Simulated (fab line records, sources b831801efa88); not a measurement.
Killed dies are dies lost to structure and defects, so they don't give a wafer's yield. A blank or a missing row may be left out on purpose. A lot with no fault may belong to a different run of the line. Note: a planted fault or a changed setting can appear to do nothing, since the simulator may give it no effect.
fab line records :: flow gf180mcu :: part 2 of 2: steps 25 to 38 of 38
record
  lots=5
  wafers=15
  last-day=31
route steps=602 shown V3@450 M4@456 V4@476
lots that met no fault: taken from a fault-free run of the same line
start-h: the number of hours between the record's first day and the start of the first shown wafer of the lot :: wait-h: how many hours have passed since the lot's step before this one :: " repeats the value in the row above :: L1.1+2: one row covering several wafers at once :: - no value, or no start was given :: * or withheld: withheld :: < > ~ a bound
route shown NAME@n: NAME is a module with steps in the file, n the number in the route of the first one :: usual: mean and standard deviation over wafers with no fault :: same: alike in all rows :: chamber/n: place in a boat :: sites: readings site by site :: _std_site: how widely they spread, as a standard deviation :: _edge_site: outer sites' mean less inner sites' :: radius-mm: how far each site lies from the wafer's centre :: mask NAME#n: copy n :: behind: tool/chamber where the wafer was last shaped :: hold: what put the lot on hold/how long, in hours/how the hold closed :: device: transistor that didn't switch, given as n, p or np :: end of line: the route-end tests of the same wafers :: for a step that has no rows: nothing shown but its recipe :: killed: count of dies lost to structure and defects at first sort (not the wafer's yield) :: map: a wafer's dies, x killed, . not, _ none there
set.NAME: the setting as run; set.NAME@STEP: as run at that earlier step :: model.NAME: the simulator's own value behind a step, which no gauge read
certain route steps with their lots: each step a table, each wafer a row
services: when a tool's chamber went out of use (start-h, in hours from the record's first day, below 0 if earlier), for how many hours, and the reason
## steps
# step GF_M4_STRIP_18
# recipe
  chemistry=post-etch-residue-remover
  time-s=1200
  temp-c=72.5
# usual
  bath-guard-temp-C=72.4/0.46
# same
  time-s=1200
lot.wafer: L076.1
tool: wet-bench-01
chamber: 1
start-h: 556.63
wait-h: 0.1
bath-guard-temp-C: 72.2

lot.wafer: L076.4
tool: wet-bench-01
chamber: 1
start-h: 556.63
wait-h: 0.1
bath-guard-temp-C: 72.0

lot.wafer: L076.5
tool: wet-bench-01
chamber: 1
start-h: 556.63
wait-h: 0.1
bath-guard-temp-C: 71.8

lot.wafer: L077.4
tool: wet-bench-01
chamber: 1
start-h: 569.48
wait-h: 0.0
bath-guard-temp-C: 71.9

lot.wafer: L077.5
tool: wet-bench-01
chamber: 1
start-h: 569.48
wait-h: 0.0
bath-guard-temp-C: 72.3

lot.wafer: L077.6
tool: wet-bench-01
chamber: 1
start-h: 569.48
wait-h: 0.0
bath-guard-temp-C: 71.8

lot.wafer: L079.4
tool: wet-bench-01
chamber: 0
start-h: 584.63
wait-h: 0.0
bath-guard-temp-C: 72.6

lot.wafer: L079.5
tool: wet-bench-01
chamber: 0
start-h: 584.63
wait-h: 0.0
bath-guard-temp-C: 72.5

lot.wafer: L079.6
tool: wet-bench-01
chamber: 0
start-h: 584.63
wait-h: 0.0
bath-guard-temp-C: 72.5

lot.wafer: L083.2
tool: wet-bench-01
chamber: 1
start-h: 623.13
wait-h: 0.1
bath-guard-temp-C: 71.9

lot.wafer: L083.3
tool: wet-bench-01
chamber: 1
start-h: 623.13
wait-h: 0.1
bath-guard-temp-C: 71.7

lot.wafer: L083.4
tool: wet-bench-01
chamber: 1
start-h: 623.13
wait-h: 0.1
bath-guard-temp-C: 72.0

lot.wafer: L085.3
tool: wet-bench-03
chamber: 2
start-h: 630.23
wait-h: 0.0
bath-guard-temp-C: 72.9

lot.wafer: L085.4
tool: wet-bench-03
chamber: 2
start-h: 630.23
wait-h: 0.0
bath-guard-temp-C: 73.2

lot.wafer: L085.6
tool: wet-bench-03
chamber: 2
start-h: 630.23
wait-h: 0.0
bath-guard-temp-C: 73.5
# step GF_M4_CLEAN_19
# recipe
  chemistry=DIW
  dry=n2-spin
lot.wafer: L076.1+4+5
tool: wet-bench-03
chamber: 2
start-h: 557.01
wait-h: 0.0

lot.wafer: L077.4+5+6
tool: wet-bench-02
chamber: 2
start-h: 569.82
wait-h: 0.0

lot.wafer: L079.4+5+6
tool: wet-bench-02
chamber: 3
start-h: 584.98
wait-h: 0.0

lot.wafer: L083.2+3+4
tool: wet-bench-03
chamber: 3
start-h: 623.47
wait-h: 0.0

lot.wafer: L085.3+4+6
tool: wet-bench-02
chamber: 1
start-h: 630.57
wait-h: 0.0
# step GF_V4_CVD_00
# recipe
  material=SiO2
  target-thk-nm=600
  sigma-open-frac=0.3
  temp-c=400
  time-s=100
  sih4-flow-sccm=60
  pressure-mtorr=6
# same
  time-s=100
lot.wafer: L076.1+4+5
tool: hdpcvd-01
chamber: 0,2,1
start-h: 557.10
wait-h: 0.0

lot.wafer: L077.4+5+6
tool: hdpcvd-02
chamber: 0,2,1
start-h: 569.95
wait-h: 0.0

lot.wafer: L079.4+5+6
tool: hdpcvd-01
chamber: 1,2,0
start-h: 585.10
wait-h: 0.0

lot.wafer: L083.2+3+4
tool: hdpcvd-01
chamber: 2,0,2
start-h: 623.56
wait-h: 0.0

lot.wafer: L085.3+4+6
tool: hdpcvd-02
chamber: 1,0,1
start-h: 630.67
wait-h: 0.0
# step GF_V4_THK_MEAS_01
# recipe
  reads=SiO2_of_V4_CVD_00
# usual
  V4_CVD_00_THK=602/6.5
lot.wafer: L076.1
tool: film-metro-03
chamber: -
start-h: 557.17
wait-h: 0.0
V4_CVD_00_THK[nm]: 609

lot.wafer: L076.4
tool: film-metro-03
chamber: -
start-h: 557.17
wait-h: 0.0
V4_CVD_00_THK[nm]: 605

lot.wafer: L076.5
tool: film-metro-03
chamber: -
start-h: 557.17
wait-h: 0.0
V4_CVD_00_THK[nm]: 593

lot.wafer: L077.4
tool: film-metro-04
chamber: -
start-h: 570.01
wait-h: 0.0
V4_CVD_00_THK[nm]: 597

lot.wafer: L077.5
tool: film-metro-04
chamber: -
start-h: 570.01
wait-h: 0.0
V4_CVD_00_THK[nm]: 607

lot.wafer: L077.6
tool: film-metro-04
chamber: -
start-h: 570.01
wait-h: 0.0
V4_CVD_00_THK[nm]: 599

lot.wafer: L079.4
tool: film-metro-01
chamber: -
start-h: 585.17
wait-h: 0.0
V4_CVD_00_THK[nm]: 587

lot.wafer: L079.5
tool: film-metro-01
chamber: -
start-h: 585.17
wait-h: 0.0
V4_CVD_00_THK[nm]: 606

lot.wafer: L079.6
tool: film-metro-01
chamber: -
start-h: 585.17
wait-h: 0.0
V4_CVD_00_THK[nm]: 585

lot.wafer: L083.2
tool: film-metro-03
chamber: -
start-h: 623.64
wait-h: 0.0
V4_CVD_00_THK[nm]: 604

lot.wafer: L083.3
tool: film-metro-03
chamber: -
start-h: 623.64
wait-h: 0.0
V4_CVD_00_THK[nm]: 591

lot.wafer: L083.4
tool: film-metro-03
chamber: -
start-h: 623.64
wait-h: 0.0
V4_CVD_00_THK[nm]: 604

lot.wafer: L085.3
tool: film-metro-01
chamber: -
start-h: 630.76
wait-h: 0.1
V4_CVD_00_THK[nm]: 601

lot.wafer: L085.4
tool: film-metro-01
chamber: -
start-h: 630.76
wait-h: 0.1
V4_CVD_00_THK[nm]: 596

lot.wafer: L085.6
tool: film-metro-01
chamber: -
start-h: 630.76
wait-h: 0.1
V4_CVD_00_THK[nm]: 599
# step GF_V4_CVD_02
# recipe
  material=SiO2
  target-thk-nm=850
  precursor=TEOS
  temp-c=400
  time-s=94.851
  rf-w=600
# usual
  heater-power-w=624/88
# same
  time-s=94.851
lot.wafer: L076.1
tool: pecvd-01
chamber: 1
start-h: 557.23
wait-h: 0.1
heater-power-w: 633

lot.wafer: L076.4
tool: pecvd-01
chamber: 2
start-h: 557.23
wait-h: 0.1
heater-power-w: 485

lot.wafer: L076.5
tool: pecvd-01
chamber: 1
start-h: 557.23
wait-h: 0.1
heater-power-w: 526

lot.wafer: L077.4
tool: pecvd-02
chamber: 2
start-h: 570.08
wait-h: 0.1
heater-power-w: 605

lot.wafer: L077.5
tool: pecvd-02
chamber: 0
start-h: 570.08
wait-h: 0.1
heater-power-w: 547

lot.wafer: L077.6
tool: pecvd-02
chamber: 1
start-h: 570.08
wait-h: 0.1
heater-power-w: 591

lot.wafer: L079.4
tool: pecvd-02
chamber: 2
start-h: 585.23
wait-h: 0.1
heater-power-w: 601

lot.wafer: L079.5
tool: pecvd-02
chamber: 0
start-h: 585.23
wait-h: 0.1
heater-power-w: 649

lot.wafer: L079.6
tool: pecvd-02
chamber: 1
start-h: 585.23
wait-h: 0.1
heater-power-w: 586

lot.wafer: L083.2
tool: pecvd-02
chamber: 1
start-h: 623.69
wait-h: 0.0
heater-power-w: 573

lot.wafer: L083.3
tool: pecvd-02
chamber: 2
start-h: 623.69
wait-h: 0.0
heater-power-w: 660

lot.wafer: L083.4
tool: pecvd-02
chamber: 2
start-h: 623.69
wait-h: 0.0
heater-power-w: 531

lot.wafer: L085.3
tool: pecvd-04
chamber: 1
start-h: 630.83
wait-h: 0.1
heater-power-w: 393

lot.wafer: L085.4
tool: pecvd-04
chamber: 2
start-h: 630.83
wait-h: 0.1
heater-power-w: 561

lot.wafer: L085.6
tool: pecvd-04
chamber: 1
start-h: 630.83
wait-h: 0.1
heater-power-w: 451
# step GF_V4_THK_MEAS_03
# recipe
  reads=SiO2_of_V4_CVD_02
# usual
  V4_CVD_02_THK=848/13
lot.wafer: L076.1
tool: film-metro-04
chamber: -
start-h: 557.30
wait-h: 0.0
V4_CVD_02_THK[nm]: 839

lot.wafer: L076.4
tool: film-metro-04
chamber: -
start-h: 557.30
wait-h: 0.0
V4_CVD_02_THK[nm]: 865

lot.wafer: L076.5
tool: film-metro-04
chamber: -
start-h: 557.30
wait-h: 0.0
V4_CVD_02_THK[nm]: 846

lot.wafer: L077.4
tool: film-metro-01
chamber: -
start-h: 570.14
wait-h: 0.0
V4_CVD_02_THK[nm]: 868

lot.wafer: L077.5
tool: film-metro-01
chamber: -
start-h: 570.14
wait-h: 0.0
V4_CVD_02_THK[nm]: 850

lot.wafer: L077.6
tool: film-metro-01
chamber: -
start-h: 570.14
wait-h: 0.0
V4_CVD_02_THK[nm]: 859

lot.wafer: L079.4
tool: film-metro-04
chamber: -
start-h: 585.30
wait-h: 0.0
V4_CVD_02_THK[nm]: 871

lot.wafer: L079.5
tool: film-metro-04
chamber: -
start-h: 585.30
wait-h: 0.0
V4_CVD_02_THK[nm]: 873

lot.wafer: L079.6
tool: film-metro-04
chamber: -
start-h: 585.30
wait-h: 0.0
V4_CVD_02_THK[nm]: 858

lot.wafer: L083.2
tool: film-metro-04
chamber: -
start-h: 623.77
wait-h: 0.0
V4_CVD_02_THK[nm]: 830

lot.wafer: L083.3
tool: film-metro-04
chamber: -
start-h: 623.77
wait-h: 0.0
V4_CVD_02_THK[nm]: 830

lot.wafer: L083.4
tool: film-metro-04
chamber: -
start-h: 623.77
wait-h: 0.0
V4_CVD_02_THK[nm]: 843

lot.wafer: L085.3
tool: film-metro-03
chamber: -
start-h: 630.92
wait-h: 0.1
V4_CVD_02_THK[nm]: 869

lot.wafer: L085.4
tool: film-metro-03
chamber: -
start-h: 630.92
wait-h: 0.1
V4_CVD_02_THK[nm]: 861

lot.wafer: L085.6
tool: film-metro-03
chamber: -
start-h: 630.92
wait-h: 0.1
V4_CVD_02_THK[nm]: 859
# step GF_V4_CMP_04
# recipe
  material=SiO2
  down-force-psi=4
  platen-rpm=60
  pad-velocity-m-s=0.94248
# usual
  motor-current-A=12.1/1.2
  retaining-ring-pressure-frac=1.000/0.005
  time-to-endpoint-s=79/5.8
lot.wafer: L076.1
tool: cmp-02
chamber: 0
start-h: 557.46
wait-h: 0.1
motor-current-A: 11.6
retaining-ring-pressure-frac: 0.996
time-to-endpoint-s: 77

lot.wafer: L076.4
tool: cmp-02
chamber: 1
start-h: 557.46
wait-h: 0.1
motor-current-A: 11.8
retaining-ring-pressure-frac: 1.001
time-to-endpoint-s: 80

lot.wafer: L076.5
tool: cmp-02
chamber: 2
start-h: 557.46
wait-h: 0.1
motor-current-A: 12.3
retaining-ring-pressure-frac: 0.997
time-to-endpoint-s: 73

lot.wafer: L077.4
tool: cmp-01
chamber: 1
start-h: 570.22
wait-h: 0.1
motor-current-A: 10.0
retaining-ring-pressure-frac: 1.008
time-to-endpoint-s: 94

lot.wafer: L077.5
tool: cmp-01
chamber: 0
start-h: 570.22
wait-h: 0.1
motor-current-A: 10.9
retaining-ring-pressure-frac: 0.997
time-to-endpoint-s: 85

lot.wafer: L077.6
tool: cmp-01
chamber: 1
start-h: 570.22
wait-h: 0.1
motor-current-A: 10.9
retaining-ring-pressure-frac: 1.004
time-to-endpoint-s: 89

lot.wafer: L079.4
tool: cmp-01
chamber: 1
start-h: 585.60
wait-h: 0.3
motor-current-A: 11.2
retaining-ring-pressure-frac: 1.000
time-to-endpoint-s: 82

lot.wafer: L079.6
tool: cmp-01
chamber: 0
start-h: 585.60
wait-h: 0.3
motor-current-A: 11.5
retaining-ring-pressure-frac: 0.999
time-to-endpoint-s: 79

lot.wafer: L079.5
tool: cmp-01
chamber: 1
start-h: 585.60
wait-h: 0.3
motor-current-A: 10.9
retaining-ring-pressure-frac: 0.999
time-to-endpoint-s: 86

lot.wafer: L083.4
tool: cmp-02
chamber: 1
start-h: 623.82
wait-h: 0.0
motor-current-A: 11.9
retaining-ring-pressure-frac: 0.992
time-to-endpoint-s: 76

lot.wafer: L083.3
tool: cmp-02
chamber: 3
start-h: 623.82
wait-h: 0.0
motor-current-A: 13.6
retaining-ring-pressure-frac: 1.005
time-to-endpoint-s: 74

lot.wafer: L083.2
tool: cmp-02
chamber: 0
start-h: 623.82
wait-h: 0.0
motor-current-A: 11.4
retaining-ring-pressure-frac: 1.006
time-to-endpoint-s: 76

lot.wafer: L085.3
tool: cmp-01
chamber: 2
start-h: 630.96
wait-h: 0.0
motor-current-A: 13.1
retaining-ring-pressure-frac: 0.994
time-to-endpoint-s: 88

lot.wafer: L085.4
tool: cmp-01
chamber: 0
start-h: 630.96
wait-h: 0.0
motor-current-A: 10.8
retaining-ring-pressure-frac: 0.998
time-to-endpoint-s: 84

lot.wafer: L085.6
tool: cmp-01
chamber: 2
start-h: 630.96
wait-h: 0.0
motor-current-A: 13.6
retaining-ring-pressure-frac: 1.005
time-to-endpoint-s: 84
# step GF_V4_BOW_MEAS_05
# recipe
  mode=bow
# usual
  V4_BOW=134/8.3
lot.wafer: L076.1
tool: film-metro-03
chamber: -
start-h: 557.66
wait-h: 0.1
V4_BOW[um]: 137

lot.wafer: L076.4
tool: film-metro-03
chamber: -
start-h: 557.66
wait-h: 0.1
V4_BOW[um]: 134

lot.wafer: L076.5
tool: film-metro-03
chamber: -
start-h: 557.66
wait-h: 0.1
V4_BOW[um]: 132

lot.wafer: L077.4
tool: film-metro-03
chamber: -
start-h: 570.53
wait-h: 0.3
V4_BOW[um]: 147

lot.wafer: L077.5
tool: film-metro-03
chamber: -
start-h: 570.53
wait-h: 0.3
V4_BOW[um]: 152

lot.wafer: L077.6
tool: film-metro-03
chamber: -
start-h: 570.53
wait-h: 0.3
V4_BOW[um]: 132

lot.wafer: L079.4
tool: film-metro-03
chamber: -
start-h: 585.91
wait-h: 0.3
V4_BOW[um]: 146

lot.wafer: L079.5
tool: film-metro-03
chamber: -
start-h: 585.91
wait-h: 0.3
V4_BOW[um]: 136

lot.wafer: L079.6
tool: film-metro-03
chamber: -
start-h: 585.91
wait-h: 0.3
V4_BOW[um]: 136

lot.wafer: L083.2
tool: film-metro-03
chamber: -
start-h: 624.14
wait-h: 0.1
V4_BOW[um]: 143

lot.wafer: L083.3
tool: film-metro-03
chamber: -
start-h: 624.14
wait-h: 0.1
V4_BOW[um]: 133

lot.wafer: L083.4
tool: film-metro-03
chamber: -
start-h: 624.14
wait-h: 0.1
V4_BOW[um]: 134

lot.wafer: L085.3
tool: film-metro-03
chamber: -
start-h: 631.30
wait-h: 0.3
V4_BOW[um]: 137

lot.wafer: L085.4
tool: film-metro-03
chamber: -
start-h: 631.30
wait-h: 0.3
V4_BOW[um]: 134

lot.wafer: L085.6
tool: film-metro-03
chamber: -
start-h: 631.30
wait-h: 0.3
V4_BOW[um]: 145
# step GF_V4_DEHYDRATE_06
# recipe
  temp-c=200
  time-s=60
# same
  time-s=60
lot.wafer: L076.1+4+5
tool: litho-track-02
chamber: 0
start-h: 567.99
wait-h: 10.3

lot.wafer: L077.4+5+6
tool: litho-track-02
chamber: 0
start-h: 580.72
wait-h: 10.2

lot.wafer: L079.4+5+6
tool: litho-track-04
chamber: 0
start-h: 595.87
wait-h: 9.9

lot.wafer: L083.2+3+4
tool: litho-track-04
chamber: 0
start-h: 633.47
wait-h: 9.3

lot.wafer: L085.3+4+6
tool: litho-track-03
chamber: 0
start-h: 640.77
wait-h: 9.4
# step GF_V4_HMDS_07
# recipe
  prime-time-s=60
  prime-temp-c=120
lot.wafer: L076.1+4+5
tool: litho-track-02
chamber: 0
start-h: 568.14
wait-h: 0.1

lot.wafer: L077.4+5+6
tool: litho-track-02
chamber: 0
start-h: 580.87
wait-h: 0.1

lot.wafer: L079.4+5+6
tool: litho-track-04
chamber: 0
start-h: 596.02
wait-h: 0.1

lot.wafer: L083.2+3+4
tool: litho-track-04
chamber: 0
start-h: 633.62
wait-h: 0.1

lot.wafer: L085.3+4+6
tool: litho-track-03
chamber: 0
start-h: 640.92
wait-h: 0.1
# step GF_V4_COAT_08
# recipe
  resist=BARC
  temp-c=withheld
  time-s=withheld
  spin-rpm=withheld
  resist-thk-nm=withheld
lot.wafer: L076.1+4+5
tool: litho-track-02
chamber: 0
start-h: 568.29
wait-h: 0.1

lot.wafer: L077.4+5+6
tool: litho-track-02
chamber: 0
start-h: 581.02
wait-h: 0.1

lot.wafer: L079.4+5+6
tool: litho-track-04
chamber: 0
start-h: 596.17
wait-h: 0.1

lot.wafer: L083.2+3+4
tool: litho-track-04
chamber: 0
start-h: 633.77
wait-h: 0.1

lot.wafer: L085.3+4+6
tool: litho-track-03
chamber: 0
start-h: 641.07
wait-h: 0.1
# step GF_V4_COAT_09
# recipe
  resist=KrF
  spin-rpm=withheld
  resist-thk-nm=1000
lot.wafer: L076.1+4+5
tool: litho-track-02
chamber: 0
start-h: -
wait-h: -

lot.wafer: L077.4+5+6
tool: litho-track-02
chamber: 0
start-h: -
wait-h: -

lot.wafer: L079.4+5+6
tool: litho-track-04
chamber: 0
start-h: -
wait-h: -

lot.wafer: L083.2+3+4
tool: litho-track-04
chamber: 0
start-h: -
wait-h: -

lot.wafer: L085.3+4+6
tool: litho-track-03
chamber: 0
start-h: -
wait-h: -
# step GF_V4_SOFTBAKE_10
# recipe
  temp-c=130
  time-s=60
  resist=KrF
# same
  time-s=60
lot.wafer: L076.1+4+5
tool: litho-track-02
chamber: 0
start-h: -
wait-h: -

lot.wafer: L077.4+5+6
tool: litho-track-02
chamber: 0
start-h: -
wait-h: -

lot.wafer: L079.4+5+6
tool: litho-track-04
chamber: 0
start-h: -
wait-h: -

lot.wafer: L083.2+3+4
tool: litho-track-04
chamber: 0
start-h: -
wait-h: -

lot.wafer: L085.3+4+6
tool: litho-track-03
chamber: 0
start-h: -
wait-h: -
# step GF_V4_EXPOSE_11
# recipe
  mask-id=Via4
  target-cd-nm=260
  na=0.68
  source-shape=conventional
  sigma-outer=0.6
  dose-mj=38
# same
  na=0.68
lot.wafer: L076.1+4+5
tool: krf-scanner-01
chamber: 0
start-h: -
wait-h: -
mask: Via4#0

lot.wafer: L077.4+5+6
tool: krf-scanner-02
chamber: 0
start-h: -
wait-h: -
mask: Via4#0

lot.wafer: L079.4+5+6
tool: krf-scanner-01
chamber: 0
start-h: -
wait-h: -
mask: Via4#0

lot.wafer: L083.2+3+4
tool: krf-scanner-02
chamber: 0
start-h: -
wait-h: -
mask: Via4#0

lot.wafer: L085.3+4+6
tool: krf-scanner-01
chamber: 0
start-h: -
wait-h: -
mask: Via4#0
## services
tool: krf-scanner-02
chamber: -
start-h: 526.08
hours: 1.3
kind: pm

tool: cvd-w-02
chamber: -
start-h: 526.95
hours: 2.8
kind: pm

tool: cmp-01
chamber: -
start-h: 528.63
hours: 7.4
kind: repair

tool: krf-scanner-01
chamber: -
start-h: 530.39
hours: 0.8
kind: pm

tool: pvd-sputter-04
chamber: -
start-h: 532.45
hours: 2.3
kind: repair

tool: krf-scanner-01
chamber: -
start-h: 535.14
hours: 4.0
kind: pm

tool: hdpcvd-01
chamber: -
start-h: 539.29
hours: 15.0
kind: pm

tool: cvd-w-02
chamber: 1
start-h: 540.44
hours: 8.7
kind: repair

tool: rie-metal-04
chamber: 0
start-h: 541.89
hours: 6.5
kind: repair

tool: krf-scanner-02
chamber: -
start-h: 561.90
hours: 10.3
kind: repair

tool: cmp-01
chamber: -
start-h: 572.00
hours: 4.0
kind: pm

tool: krf-scanner-02
chamber: -
start-h: 583.59
hours: 0.1
kind: repair

tool: pvd-sputter-01
chamber: -
start-h: 592.28
hours: 5.3
kind: repair

tool: pvd-sputter-03
chamber: -
start-h: 594.93
hours: 5.9
kind: repair

tool: pvd-sputter-04
chamber: -
start-h: 596.26
hours: 1.7
kind: repair

tool: krf-scanner-01
chamber: -
start-h: 597.85
hours: 1.0
kind: pm

tool: krf-scanner-02
chamber: -
start-h: 599.62
hours: 4.0
kind: pm

tool: krf-scanner-02
chamber: -
start-h: 603.64
hours: 0.8
kind: pm

tool: cmp-02
chamber: -
start-h: 604.47
hours: 3.7
kind: repair

tool: pvd-sputter-03
chamber: -
start-h: 609.97
hours: 11.5
kind: repair

tool: krf-scanner-01
chamber: -
start-h: 612.29
hours: 3.5
kind: repair

tool: pvd-sputter-04
chamber: -
start-h: 622.59
hours: 3.2
kind: repair

tool: krf-scanner-01
chamber: -
start-h: 633.72
hours: 1.3
kind: pm

tool: cmp-02
chamber: -
start-h: 638.28
hours: 1.7
kind: repair
